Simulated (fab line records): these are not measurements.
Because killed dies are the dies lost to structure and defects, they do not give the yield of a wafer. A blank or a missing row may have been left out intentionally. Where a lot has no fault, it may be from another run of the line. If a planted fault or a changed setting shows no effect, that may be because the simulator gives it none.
Chamber matching -- flow gf180mcu -- 4 sister chambers for GF_STI_ETCH_14 on rie-si-01
The step etches Si in HBr/Cl2/O2, target depth 360 nm, time 102.9 s. 8 wafers are shown with their chamber, then 9 later ones without.

WAFERS WITH THEIR CHAMBER
wafer,chamber,drypump-motor-current-A (A),oes-product-au (a.u.)
L301.6,1,5.3,1.012
L304.2,3,5.6,0.985
L304.5,1,5.2,0.999
L305.2,0,5.2,1.017
L305.5,2,6.6,1.000
L306.2,2,6.6,0.990
L306.3,0,5.2,0.999
L306.4,3,5.6,0.975

WAFERS WITHOUT THEIR CHAMBER
wafer,drypump-motor-current-A (A),oes-product-au (a.u.)
L307.2,5.6,0.985
L307.3,6.5,0.996
L307.5,6.5,0.991
L310.1,5.6,0.984
L310.3,6.5,0.994
L310.6,6.6,0.999
L318.1,6.6,1.001
L318.5,5.2,0.997
L318.6,5.3,0.996

WHICH CHAMBER EACH ONE RAN IN
wafer,from the rows above,in truth
L307.2,3,3
L307.3,2,2
L307.5,2,2
L310.1,3,3
L310.3,2,2
L310.6,2,2
L318.1,2,2
L318.5,can't be placed: 0 or 1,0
L318.6,can't be placed: 1 or 0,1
Placed correctly: 7 of 9. Can't be placed from these rows: 2 (the true chamber is among the candidates in 2). Wrongly placed: 0.
How it was worked out, from the rows above alone: a wafer's distance from a chamber is the root of the sum, over the readings, of the square of ((its reading less the chamber's mean) divided by the reading's scatter). The wafer belongs to the nearest chamber; if the next one is less than 2 further off, it can't be placed. Each chamber's mean is taken over the wafers shown for it. The scatter: take each reading less its chamber's mean, square it, sum over the shown wafers, divide by the number of wafers less the number of chambers, and take the root.
